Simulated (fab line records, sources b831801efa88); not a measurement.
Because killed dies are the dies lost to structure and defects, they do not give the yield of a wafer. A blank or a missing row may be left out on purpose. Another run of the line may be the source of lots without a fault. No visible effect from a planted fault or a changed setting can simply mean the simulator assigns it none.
fab line records	flow sky130
[record] lots = 11	wafers = 33	last_day = 50
route steps=708 shown METAL3@569 VIA3@593 METAL4@602 CAP2M@617 PAD_OPEN@708
lots that met no fault: from a run of the same line without faults
start_h: hours from the record's first day to the start of the lot's first wafer shown	wait_h: how many hours have passed since the lot's step before this one	" same as the row above	L1.1+2: several wafers, shown together as one row	- value missing, or start not given	* or withheld: withheld	< > ~ a bound
route shown NAME@n: names a module that has steps shown in the file, with the first one's number in the route	usual: mean and standard deviation over wafers with no fault	same: alike in all rows	chamber/n: place in a boat	sites: readings site by site	_std_site: the standard deviation of these	_edge_site: inner sites' mean taken away from outer sites' mean	radius_mm: for every site, how far away it sits from the centre of the wafer	mask NAME#n: copy n	behind: the most recent tool/chamber to have shaped the wafer	hold: the reason the lot was held/the length of the hold in hours/how it ended	device: whichever transistor did not switch (one of n, p or np)	end of line: tests run on the same wafers once the route is complete	step lacking rows: just its recipe	killed: dies lost to structure and defects at the first sort, not the wafer's yield	map: per-die view of a wafer (x killed, . not killed, _ where there is no die)
set.NAME: the run value of the setting; set.NAME@STEP: its run value at that earlier step	model.NAME: the simulator's own value behind a step, which no gauge read
a sample of lots followed through the steps of the route, with each step as a table and each wafer as a row
services: the hour from which a tool's chamber was out of use, counted from the record's first day as start_h (under 0 if before that day), plus the number of hours and why
[[steps]]
[step SKY_METAL3_STRIP_19]
[recipe] chemistry = O2/N2	power_w = 1400	pressure_mtorr = 1500	platen_temp_c = withheld	o2_flow_sccm = 3000	n2_flow_sccm = 300	overash_fraction = 0.5
[usual] drypump_motor_current_A = 5.6/0.38	o2_flow_sccm = 3002/8.8	oes_product_au = 0.504/0.0047	strip_time_to_endpoint_s = 6.59/0.059
lot.wafer	tool	chamber	start_h	wait_h	drypump_motor_current_A	o2_flow_sccm	oes_product_au	rf_hours_counter_h	strip_time_to_endpoint_s
L977.1	plasma_asher-04	0	898.56	0.3	5.7	3008	0.506	46	6.57
L977.5	"	1	"	"	6.0	2988	0.493	-	6.53
L977.6	"	0	"	"	5.7	2996	0.500	-	6.52
L978.2	plasma_asher-02	1	904.95	0.1	6.2	3003	0.509	78	6.59
L978.3	"	0	"	"	5.1	3001	0.503	-	6.55
L978.6	"	1	"	"	6.2	3010	0.503	-	6.55
L979.3	plasma_asher-04	1	914.47	0.1	6.0	2991	0.507	-	6.62
L979.4	"	0	"	"	5.7	2995	0.506	-	6.54
L979.6	"	0	"	"	5.7	2993	0.503	-	6.55
L980.3	plasma_asher-02	0	920.64	0.1	5.1	3005	0.496	-	6.62
L980.4	"	1	"	"	6.2	2998	0.505	-	6.59
L980.5	"	1	"	"	6.2	3013	0.505	-	6.58
L981.1	plasma_asher-04	0	930.51	0.1	5.7	3000	0.498	50	6.54
L981.2	"	1	"	"	6.0	3008	0.505	50	6.58
L981.3	"	1	"	"	6.0	3015	0.499	-	6.55
L982.2	plasma_asher-02	0	944.46	0.1	5.2	3009	0.511	82	6.62
L982.3	"	0	"	"	5.1	3017	0.502	-	6.58
L982.4	"	1	"	"	6.2	3007	0.513	-	6.59
L989.3	plasma_asher-02	1	981.11	0.1	6.2	3003	0.497	-	6.53
L989.5	"	1	"	"	6.2	2999	0.500	-	6.53
L989.6	"	0	"	"	5.1	3006	0.497	-	6.47
L991.1	plasma_asher-02	0	993.69	0.1	5.1	3027	0.499	87	6.51
L991.2	"	1	"	"	6.2	2997	0.510	87	6.60
L991.3	"	0	"	"	5.1	2994	0.513	-	6.54
L995.4	plasma_asher-02	0	1034.54	0.1	5.1	3007	0.505	-	6.71
L995.5	"	1	"	"	6.2	2992	0.506	-	6.58
L995.6	"	0	"	"	5.1	3010	0.505	-	6.64
L996.2	plasma_asher-04	0	1035.64	0.1	5.7	3002	0.499	60	6.63
L996.5	"	0	"	"	5.7	2995	0.498	-	6.63
L996.6	"	1	"	"	6.0	3010	0.501	-	6.59
L998.3	plasma_asher-02	1	1043.73	0.1	6.2	3002	0.501	-	6.61
L998.4	"	0	"	"	5.1	2987	0.504	-	6.59
L998.6	"	1	"	"	6.2	3009	0.503	-	6.56
[step SKY_VIA3_SPUTTER_20]
[recipe] material = TiN	target_thk_nm = 20	chamber_pressure_pa = 5	power_w = 4000	time_s = 80
[usual] throttle_valve_pct = 29.7/1
lot.wafer	tool	chamber	start_h	wait_h	throttle_valve_pct
L977.1	pvd_sputter-01	-	925.44	0.0	30.2
L977.5	"	-	"	"	29.6
L977.6	"	-	"	"	30.6
L978.2	pvd_sputter-01	-	931.22	0.0	30.4
L978.3	"	-	"	"	30.3
L978.6	"	-	"	"	30.8
L979.3	pvd_sputter-03	-	941.53	0.0	29.3
L979.4	"	-	"	"	28.0
L979.6	"	-	"	"	29.2
L980.3	pvd_sputter-01	-	948.05	0.0	30.7
L980.4	"	-	"	"	30.4
L980.5	"	-	"	"	29.7
L981.1	pvd_sputter-01	-	957.12	0.0	30.5
L981.2	"	-	"	"	30.1
L981.3	"	-	"	"	30.8
L982.2	pvd_sputter-02	-	970.91	0.0	28.3
L982.3	"	-	"	"	28.3
L982.4	"	-	"	"	30.7
L989.3	pvd_sputter-02	-	1006.23	0.0	28.3
L989.5	"	-	"	"	28.2
L989.6	"	-	"	"	30.2
L991.1	pvd_sputter-01	-	1018.06	0.0	30.0
L991.2	"	-	"	"	30.3
L991.3	"	-	"	"	30.5
L995.4	pvd_sputter-03	-	1059.18	0.0	29.1
L995.5	"	-	"	"	28.2
L995.6	"	-	"	"	31.2
L996.2	pvd_sputter-02	-	1060.02	0.0	30.2
L996.5	"	-	"	"	30.2
L996.6	"	-	"	"	30.8
L998.3	pvd_sputter-03	-	1068.17	0.0	29.1
L998.4	"	-	"	"	31.4
L998.6	"	-	"	"	28.6
[step SKY_METAL4_SPUTTER_04]
[recipe] material = TiN	target_thk_nm = 70	power_w = 6500	time_s = 58.3	chamber_pressure_pa = 0.4
[usual] throttle_valve_pct = 29.6/0.97
lot.wafer	tool	chamber	start_h	wait_h	throttle_valve_pct
L977.1	pvd_sputter-04	-	926.21	0.0	29.8
L977.5	"	-	"	"	30.3
L977.6	"	-	"	"	27.9
L978.2	pvd_sputter-02	-	931.99	0.0	28.4
L978.3	"	-	"	"	30.1
L978.6	"	-	"	"	28.4
L979.3	pvd_sputter-02	-	942.31	0.0	30.8
L979.4	"	-	"	"	30.0
L979.6	"	-	"	"	30.6
L980.3	pvd_sputter-04	-	948.82	0.0	28.1
L980.4	"	-	"	"	28.4
L980.5	"	-	"	"	30.2
L981.1	pvd_sputter-02	-	957.89	0.0	28.4
L981.2	"	-	"	"	29.9
L981.3	"	-	"	"	28.2
L982.2	pvd_sputter-04	-	971.68	0.0	30.2
L982.3	"	-	"	"	29.7
L982.4	"	-	"	"	28.4
L989.3	pvd_sputter-01	-	1007.00	0.0	30.4
L989.5	"	-	"	"	30.5
L989.6	"	-	"	"	30.0
L991.1	pvd_sputter-01	-	1019.00	0.0	29.4
L991.2	"	-	"	"	30.9
L991.3	"	-	"	"	30.1
L995.4	pvd_sputter-01	-	1059.95	0.0	30.4
L995.5	"	-	"	"	29.3
L995.6	"	-	"	"	30.6
L996.2	pvd_sputter-01	-	1060.79	0.0	30.1
L996.5	"	-	"	"	30.1
L996.6	"	-	"	"	30.0
L998.3	pvd_sputter-01	-	1068.94	0.0	30.1
L998.4	"	-	"	"	30.9
L998.6	"	-	"	"	30.5
[step SKY_CAP2M_STRIP_14]
[recipe] chemistry = O2/N2	power_w = 1400	pressure_mtorr = 1500	platen_temp_c = withheld	o2_flow_sccm = 3000	n2_flow_sccm = 300	overash_fraction = 0.5
[usual] drypump_motor_current_A = 5.8/0.43	o2_flow_sccm = 3001/9.4	oes_product_au = 0.711/0.0045	strip_time_to_endpoint_s = 12.68/0.052
lot.wafer	tool	chamber	start_h	wait_h	drypump_motor_current_A	o2_flow_sccm	oes_product_au	rf_hours_counter_h	strip_time_to_endpoint_s
L977.1	plasma_asher-02	1	951.46	0.1	6.2	2998	0.716	83	12.64
L977.5	"	0	"	"	5.1	3010	0.709	-	12.68
L977.6	"	1	"	"	6.2	3005	0.707	-	12.62
L978.2	plasma_asher-02	1	956.89	0.1	6.2	3007	0.710	84	12.64
L978.3	"	1	"	"	6.2	2992	0.707	-	12.67
L978.6	"	0	"	"	5.1	2997	0.707	-	12.63
L979.3	plasma_asher-04	0	966.55	0.1	5.7	3011	0.709	-	12.70
L979.4	"	1	"	"	6.0	2993	0.715	-	12.73
L979.6	"	1	"	"	6.0	2991	0.716	-	12.61
L980.3	plasma_asher-04	1	973.72	0.1	6.0	3001	0.718	-	12.66
L980.4	"	0	"	"	5.8	3003	0.709	-	12.76
L980.5	"	0	"	"	5.7	3005	0.709	-	12.70
L981.1	plasma_asher-02	0	982.32	0.1	5.2	2997	0.714	86	12.70
L981.2	"	1	"	"	6.2	2995	0.710	86	12.71
L981.3	"	1	"	"	6.2	2993	0.713	-	12.66
L982.2	plasma_asher-03	0	995.54	0.1	6.2	2995	0.708	113	12.59
L982.3	"	1	"	"	6.2	3003	0.713	-	12.62
L982.4	"	0	"	"	6.2	2996	0.710	-	12.59
L989.3	plasma_asher-02	1	1029.60	0.1	6.2	3607	0.710	-	12.57
L989.5	"	1	"	"	6.2	3588	0.717	-	12.53
L989.6	"	0	"	"	5.1	3588	0.716	-	12.55
L991.1	plasma_asher-02	0	1042.02	0.1	5.1	3624	0.723	92	12.53
L991.2	"	1	"	"	6.2	3602	0.717	92	12.57
L991.3	"	0	"	"	5.2	3619	0.719	-	12.58
L995.4	plasma_asher-04	1	1081.15	0.1	6.0	2994	0.721	-	12.80
L995.5	"	1	"	"	6.0	2988	0.713	-	12.74
L995.6	"	0	"	"	5.7	3001	0.709	-	12.71
L996.2	plasma_asher-04	0	1081.69	0.1	5.8	3007	0.707	65	12.70
L996.5	"	1	"	"	6.0	3001	0.710	-	12.65
L996.6	"	0	"	"	5.8	3010	0.709	-	12.66
L998.3	plasma_asher-03	0	1090.20	0.1	6.2	3000	0.701	-	12.68
L998.4	"	1	"	"	6.2	3015	0.712	-	12.69
L998.6	"	1	"	"	6.2	3012	0.714	-	12.62
[step SKY_PAD_OPEN_PROBE_99]
[usual] defect_limited_yield = 82.1/1.7	killed_at_M0_to_M3 = 44/6.4	killed_at_M4_up = 3.0/1.8	killed_at_contacts = 24/5	killed_at_front_end = 16/4.3	killed_at_other = 0.4/0.76	killed_dies = 88/8.6	killed_open = 47/7.2	killed_short = 40/5.5	sort_bin_3_pad_short = 0.9/0.44	sort_bin_5_function = 10.6/1.5	sort_bin_6_memory = 6.4/1.2	sort_n_pass = 404/8.6	sort_yield_pct = 82.1/1.7
[same] gross_dies = 492	killed_at_back_side = 0	sort_bin_4_leakage[%] = 0	sort_bin_8_speed[%] = 0
lot.wafer	tool	chamber	start_h	wait_h	defect_limited_yield[%]	killed_at_M0_to_M3	killed_at_M4_up	killed_at_contacts	killed_at_front_end	killed_at_other	killed_dies	killed_open	killed_short	sort_bin_3_pad_short[%]	sort_bin_5_function[%]	sort_bin_6_memory[%]	sort_n_pass	sort_yield_pct[%]
L977.1	prober-01	-	1072.32	0.1	79.7	50	4	25	21	0	100	50	50	1.4	11.8	7.1	392	79.7
L977.5	prober-01	-	1072.52	0.2	82.3	40	5	25	17	0	87	45	42	0.6	11.8	5.3	405	82.3
L977.6	prober-01	-	1072.57	0.2	80.5	51	5	18	22	0	96	54	42	0.4	11.6	7.5	396	80.5
L978.2	prober-02	-	1077.97	0.1	80.1	49	3	27	19	0	98	53	44	1.0	11.6	7.3	394	80.1
L978.3	prober-02	-	1078.02	0.2	82.3	49	0	26	12	0	87	53	34	0.2	10.6	6.9	405	82.3
L978.6	prober-02	-	1078.17	0.2	81.5	42	3	29	16	1	91	56	35	0.6	11.0	6.9	401	81.5
L979.3	prober-01	-	1085.65	0.2	85.6	39	4	16	12	0	71	35	36	1.6	8.9	3.9	421	85.6
L979.4	prober-01	-	1085.70	0.2	82.3	51	5	13	17	1	87	48	39	0.6	11.2	5.9	405	82.3
L979.6	prober-01	-	1085.80	0.2	80.5	51	5	22	18	0	96	61	35	0.6	11.4	7.5	396	80.5
L980.3	prober-02	-	1091.58	0.2	80.7	52	1	28	14	0	95	50	44	1.0	11.0	7.3	397	80.7
L980.4	prober-02	-	1091.63	0.2	81.5	46	4	23	18	0	91	42	49	1.8	10.0	6.7	401	81.5
L980.5	prober-02	-	1091.68	0.2	85.4	37	0	20	14	1	72	37	34	0.6	8.1	5.9	420	85.4
L981.1	prober-01	-	1098.11	0.1	84.6	39	3	22	11	1	76	39	37	0.2	8.9	6.3	416	84.6
L981.2	prober-01	-	1098.16	0.1	81.5	50	4	30	7	0	91	42	49	1.4	10.8	6.3	401	81.5
L981.3	prober-01	-	1098.21	0.2	81.1	53	3	21	16	0	93	56	37	0.8	9.1	8.9	399	81.1
L982.2	prober-02	-	1112.21	0.1	84.1	44	2	19	13	0	78	39	38	0.6	8.7	6.5	414	84.1
L982.3	prober-02	-	1112.26	0.2	83.5	42	3	17	19	0	81	50	31	1.0	8.5	6.9	411	83.5
L982.4	prober-02	-	1112.31	0.2	81.3	53	4	23	12	0	92	50	42	0.4	12.0	6.3	400	81.3
L989.3	prober-01	-	1139.32	0.2	80.5	56	3	20	14	3	96	43	49	0.4	13.4	5.7	396	80.5
L989.5	prober-01	-	1139.42	0.2	80.9	53	3	23	11	4	94	48	42	0.8	12.0	6.3	398	80.9
L989.6	prober-01	-	1139.47	0.2	84.1	38	4	19	16	1	78	48	27	0.6	8.7	6.5	414	84.1
L991.1	prober-01	-	1149.52	0.1	80.9	54	5	19	16	0	94	43	50	0.4	11.8	6.9	398	80.9
L991.2	prober-01	-	1149.57	0.1	81.5	44	4	23	20	0	91	44	46	2.0	9.3	7.1	401	81.5
L991.3	prober-01	-	1149.62	0.2	79.9	54	1	26	17	1	99	58	40	0.8	13.2	6.1	393	79.9
L995.4	prober-02	-	1180.32	0.2	81.9	51	0	25	13	0	89	48	41	0.6	11.4	6.1	403	81.9
L995.5	prober-02	-	1180.37	0.2	79.3	51	6	30	15	0	102	59	43	0.6	12.2	7.9	390	79.3
L995.6	prober-02	-	1180.42	0.2	82.7	37	2	28	18	0	85	50	35	0.6	10.8	5.9	407	82.7
L996.2	prober-02	-	1182.48	0.1	83.1	51	1	21	10	0	83	46	37	1.2	9.3	6.3	409	83.1
L996.5	prober-02	-	1182.63	0.2	82.1	49	4	17	17	1	88	47	39	1.6	11.0	5.3	404	82.1
L996.6	prober-02	-	1182.68	0.2	82.7	48	4	18	15	0	85	50	34	0.2	9.3	7.7	407	82.7
L998.3	prober-02	-	1190.47	0.2	85.0	37	4	17	15	1	74	50	22	1.0	8.1	5.9	418	85.0
L998.4	prober-02	-	1190.52	0.2	82.1	43	1	25	19	0	88	49	37	0.4	9.8	7.7	404	82.1
L998.6	prober-02	-	1190.62	0.2	81.7	41	0	32	17	0	90	50	39	1.4	11.4	5.5	402	81.7
// killed by level:class
L977.1 VIA1:geometric_particle:open=17 METAL2:geometric_particle:short=9 POLY_GATE:geometric_particle:short=8 CONTACT:geometric_particle:open=8 POLY_GATE:geometric_particle:open=6 LI_CONTACT:geometric_particle:open=5 CONTACT:geometric_particle:short=5 METAL1:geometric_particle:short=5
L977.5 CONTACT:geometric_particle:open=9 VIA2:geometric_particle:open=9 LI_CONTACT:geometric_particle:open=7 POLY_GATE:geometric_particle:short=6 VIA1:geometric_particle:open=6 VIA1:geometric_particle:short=6 VIA3:geometric_particle:open=6 FIELD_ISO:geometric_particle:short=5
L977.6 VIA1:geometric_particle:open=14 POLY_GATE:geometric_particle:open=7 CONTACT:geometric_particle:open=7 VIA2:geometric_particle:open=7 POLY_GATE:geometric_particle:short=6 LI_CONTACT:geometric_particle:open=6 METAL2:geometric_particle:short=6 FIELD_ISO:geometric_particle:short=5
L978.2 CONTACT:geometric_particle:open=12 VIA1:geometric_particle:open=12 FIELD_ISO:geometric_particle:short=7 VIA2:geometric_particle:short=6 VIA3:geometric_particle:open=6 POLY_GATE:geometric_particle:open=5 METAL1:geometric_particle:open=5 LI_CONTACT:geometric_particle:open=4
L978.3 VIA1:geometric_particle:open=11 CONTACT:geometric_particle:open=9 METAL1:geometric_particle:short=8 VIA3:geometric_particle:open=8 LI_CONTACT:geometric_particle:open=7 VIA2:geometric_particle:open=7 CONTACT:geometric_particle:short=5 FIELD_ISO:geometric_particle:short=4
L978.6 VIA2:geometric_particle:open=12 LI_CONTACT:geometric_particle:open=11 CONTACT:geometric_particle:open=8 VIA1:geometric_particle:open=7 CONTACT:geometric_particle:short=7 VIA3:geometric_particle:open=6 POLY_GATE:geometric_particle:open=5 FIELD_ISO:geometric_particle:open=4
L979.3 VIA1:geometric_particle:open=7 LI_CONTACT:geometric_particle:open=6 VIA3:geometric_particle:open=6 CONTACT:geometric_particle:open=5 VIA1:geometric_particle:short=5 VIA2:geometric_particle:open=5 FIELD_ISO:geometric_particle:short=4 METAL1:geometric_particle:short=4
L979.4 VIA2:geometric_particle:open=13 VIA1:geometric_particle:open=10 VIA3:geometric_particle:open=8 CONTACT:geometric_particle:open=6 METAL1:geometric_particle:short=6 VIA1:geometric_particle:short=4 METAL4:geometric_particle:short=4 FIELD_ISO:geometric_particle:short=3
L979.6 VIA1:geometric_particle:open=17 CONTACT:geometric_particle:open=9 VIA3:geometric_particle:open=8 POLY_GATE:geometric_particle:short=6 VIA2:geometric_particle:open=6 VIA1:geometric_particle:short=6 POLY_GATE:geometric_particle:open=5 LI_CONTACT:geometric_particle:open=5
L980.3 VIA1:geometric_particle:open=10 CONTACT:geometric_particle:open=9 VIA3:geometric_particle:short=8 POLY_GATE:geometric_particle:open=7 VIA3:geometric_particle:open=7 LI_CONTACT:geometric_particle:open=6 METAL3:geometric_particle:short=6 CONTACT:geometric_particle:short=5
L980.4 CONTACT:geometric_particle:open=12 VIA1:geometric_particle:open=7 VIA2:geometric_particle:open=7 POLY_GATE:geometric_particle:short=6 METAL1:geometric_particle:short=6 VIA1:geometric_particle:short=6 VIA3:geometric_particle:short=6 VIA3:geometric_particle:open=5
L980.5 VIA1:geometric_particle:open=9 VIA1:geometric_particle:short=8 CONTACT:geometric_particle:open=7 LI_CONTACT:geometric_particle:open=6 POLY_GATE:geometric_particle:short=5 VIA3:geometric_particle:short=5 POLY_GATE:geometric_particle:open=4 VIA2:geometric_particle:open=4
L981.1 VIA3:geometric_particle:open=8 METAL2:geometric_particle:short=7 VIA1:geometric_particle:open=7 LI_CONTACT:geometric_particle:open=5 CONTACT:geometric_particle:open=5 POLY_GATE:geometric_particle:open=4 CONTACT:geometric_particle:short=4 VIA1:geometric_particle:short=4
L981.2 VIA1:geometric_particle:open=12 METAL1:geometric_particle:short=10 LI_CONTACT:geometric_particle:open=9 CONTACT:geometric_particle:open=7 VIA1:geometric_particle:short=7 LI_CONTACT:geometric_particle:short=6 METAL3:geometric_particle:short=5 VIA3:geometric_particle:open=5
L981.3 VIA1:geometric_particle:open=21 CONTACT:geometric_particle:open=7 LI_CONTACT:geometric_particle:open=6 POLY_GATE:geometric_particle:open=5 METAL2:geometric_particle:short=5 METAL1:geometric_particle:short=5 VIA1:geometric_particle:short=5 SPACER:geometric_particle:open=4
L982.2 VIA1:geometric_particle:open=8 VIA2:geometric_particle:short=8 VIA2:geometric_particle:open=7 LI_CONTACT:geometric_particle:open=6 CONTACT:geometric_particle:open=5 METAL2:geometric_particle:open=5 METAL2:geometric_particle:short=4 VIA3:geometric_particle:open=4
L982.3 VIA1:geometric_particle:open=18 LI_CONTACT:geometric_particle:open=9 FIELD_ISO:geometric_particle:open=5 FIELD_ISO:geometric_particle:short=5 METAL2:geometric_particle:short=5 VIA3:geometric_particle:open=5 CONTACT:geometric_particle:short=4 CONTACT:geometric_particle:open=4
L982.4 VIA2:geometric_particle:open=12 VIA1:geometric_particle:open=11 METAL3:geometric_particle:short=8 LI_CONTACT:geometric_particle:open=7 CONTACT:geometric_particle:open=6 FIELD_ISO:geometric_particle:short=5 METAL1:geometric_particle:short=5 CONTACT:geometric_particle:short=4
L989.3 VIA1:geometric_particle:open=16 VIA1:geometric_particle:short=9 VIA2:geometric_particle:open=7 METAL2:geometric_particle:short=7 LI_CONTACT:geometric_particle:open=6 LI_CONTACT:geometric_particle:short=6 FIELD_ISO:geometric_particle:short=4 METAL1:geometric_particle:short=4
L989.5 VIA1:geometric_particle:open=14 VIA1:geometric_particle:short=9 CONTACT:geometric_particle:open=8 VIA2:geometric_particle:open=8 METAL2:geometric_particle:short=6 LI_CONTACT:geometric_particle:open=5 FIELD_ISO:geometric_particle:short=4 FIELD_ISO:geometric_particle:open=4
L989.6 VIA1:geometric_particle:open=9 CONTACT:geometric_particle:open=7 FIELD_ISO:geometric_particle:open=6 METAL1:geometric_particle:open=5 METAL1:geometric_particle:short=5 VIA2:geometric_particle:open=4 VIA3:geometric_particle:open=4 LI_CONTACT:geometric_particle:open=3
L991.1 VIA2:geometric_particle:open=8 METAL1:geometric_particle:short=7 VIA3:geometric_particle:open=7 VIA1:geometric_particle:open=7 CONTACT:geometric_particle:open=6 METAL2:geometric_particle:short=6 POLY_GATE:geometric_particle:short=5 VIA1:geometric_particle:short=5
L991.2 VIA1:geometric_particle:open=9 FIELD_ISO:geometric_particle:short=8 CONTACT:geometric_particle:open=8 LI_CONTACT:geometric_particle:open=7 VIA1:geometric_particle:short=6 METAL2:geometric_particle:short=6 VIA2:geometric_particle:open=6 METAL1:geometric_particle:short=5
L991.3 CONTACT:geometric_particle:open=13 VIA1:geometric_particle:open=11 LI_CONTACT:geometric_particle:open=9 VIA1:geometric_particle:short=8 METAL2:geometric_particle:short=7 VIA2:geometric_particle:open=7 VIA3:geometric_particle:open=7 FIELD_ISO:geometric_particle:open=5
L995.4 CONTACT:geometric_particle:open=11 METAL2:geometric_particle:short=9 VIA3:geometric_particle:open=8 VIA1:geometric_particle:open=6 VIA1:geometric_particle:short=6 VIA2:geometric_particle:short=6 VIA2:geometric_particle:open=5 LI_CONTACT:geometric_particle:open=5
L995.5 CONTACT:geometric_particle:open=12 VIA1:geometric_particle:open=11 LI_CONTACT:geometric_particle:open=10 VIA1:geometric_particle:short=9 METAL1:geometric_particle:short=8 VIA2:geometric_particle:open=6 METAL2:geometric_particle:short=5 VIA3:geometric_particle:open=5
L995.6 CONTACT:geometric_particle:open=9 VIA2:geometric_particle:open=9 LI_CONTACT:geometric_particle:open=8 FIELD_ISO:geometric_particle:open=7 METAL2:geometric_particle:short=6 LOCAL_INTERCONNECT:geometric_particle:short=6 VIA1:geometric_particle:open=6 CONTACT:geometric_particle:short=5
L996.2 VIA1:geometric_particle:open=14 CONTACT:geometric_particle:open=8 VIA1:geometric_particle:short=7 LI_CONTACT:geometric_particle:open=6 VIA2:geometric_particle:open=6 VIA3:geometric_particle:open=5 LOCAL_INTERCONNECT:geometric_particle:short=4 VIA3:geometric_particle:short=4
L996.5 VIA2:geometric_particle:open=9 METAL1:geometric_particle:short=8 VIA1:geometric_particle:open=8 VIA2:geometric_particle:short=7 VIA3:geometric_particle:open=7 FIELD_ISO:geometric_particle:open=6 LI_CONTACT:geometric_particle:open=6 CONTACT:geometric_particle:open=6
L996.6 VIA1:geometric_particle:open=15 CONTACT:geometric_particle:open=11 FIELD_ISO:geometric_particle:open=8 METAL1:geometric_particle:short=7 VIA3:geometric_particle:open=5 VIA1:geometric_particle:short=4 METAL2:geometric_particle:short=4 VIA2:geometric_particle:short=4
L998.3 VIA1:geometric_particle:open=11 VIA2:geometric_particle:open=10 CONTACT:geometric_particle:open=9 FIELD_ISO:geometric_particle:open=6 VIA3:geometric_particle:open=5 POLY_GATE:geometric_particle:open=3 CONTACT:geometric_particle:short=3 VIA2:geometric_particle:short=3
L998.4 VIA1:geometric_particle:open=12 CONTACT:geometric_particle:open=10 FIELD_ISO:geometric_particle:short=8 LI_CONTACT:geometric_particle:open=6 VIA2:geometric_particle:open=6 VIA1:geometric_particle:short=5 VIA3:geometric_particle:open=5 METAL2:geometric_particle:short=5
L998.6 CONTACT:geometric_particle:open=13 LI_CONTACT:geometric_particle:open=10 VIA1:geometric_particle:open=10 VIA2:geometric_particle:open=8 FIELD_ISO:geometric_particle:short=5 POLY_GATE:geometric_particle:short=5 LOCAL_INTERCONNECT:geometric_particle:short=5 METAL2:geometric_particle:short=5
[[services]]
tool	chamber	start_h	hours	kind
pvd_sputter-03	-	879.07	4.5	repair
pvd_sputter-03	-	928.79	0.6	repair
plasma_asher-03	-	947.70	14.6	pm
pvd_sputter-03	-	999.83	1.9	repair
pvd_sputter-01	-	1008.39	2.2	repair
pvd_sputter-04	-	1020.70	25.5	repair
pvd_sputter-03	-	1029.83	0.6	repair
pvd_sputter-04	-	1037.26	3.9	repair
pvd_sputter-03	-	1054.86	1.7	repair
plasma_asher-03	-	1055.25	9.0	pm
plasma_asher-03	0	1055.25	9.0	vent_cycle
plasma_asher-03	1	1055.25	9.0	vent_cycle
plasma_asher-03	0	1064.25	-	clean
plasma_asher-03	1	1064.25	-	clean
pvd_sputter-04	-	1067.73	3.7	repair
pvd_sputter-03	-	1069.94	2.9	repair
pvd_sputter-04	-	1080.07	1.6	repair
[[key]]
[first_sign] step = SKY_CAP2M_STRIP_14	reading = o2_flow_sccm	direction = up	sigmas = 64	usual = 3001	struck = 3605
[effect] step = SKY_CAP2M_STRIP_14	reading = strip_time_to_endpoint_s	direction = down	sigmas = 2.4	usual = *	struck = *
met_at SKY_CAP2M_STRIP_14
struck_lots L989,L991
not_acting_at SKY_METAL3_STRIP_19,SKY_VIA3_SPUTTER_20,SKY_METAL4_SPUTTER_04
onset_between 982.32 1029.60
[fault] kind = process_parameter_drift	tool = plasma_asher-02	chamber = -	onset_h = 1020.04	steps = SKY_CAP2M_STRIP_14	channel = o2_flow_sccm	offset = 600	shape = step	end_h = 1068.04	acts_in = these_recipes_only	stated = 3000
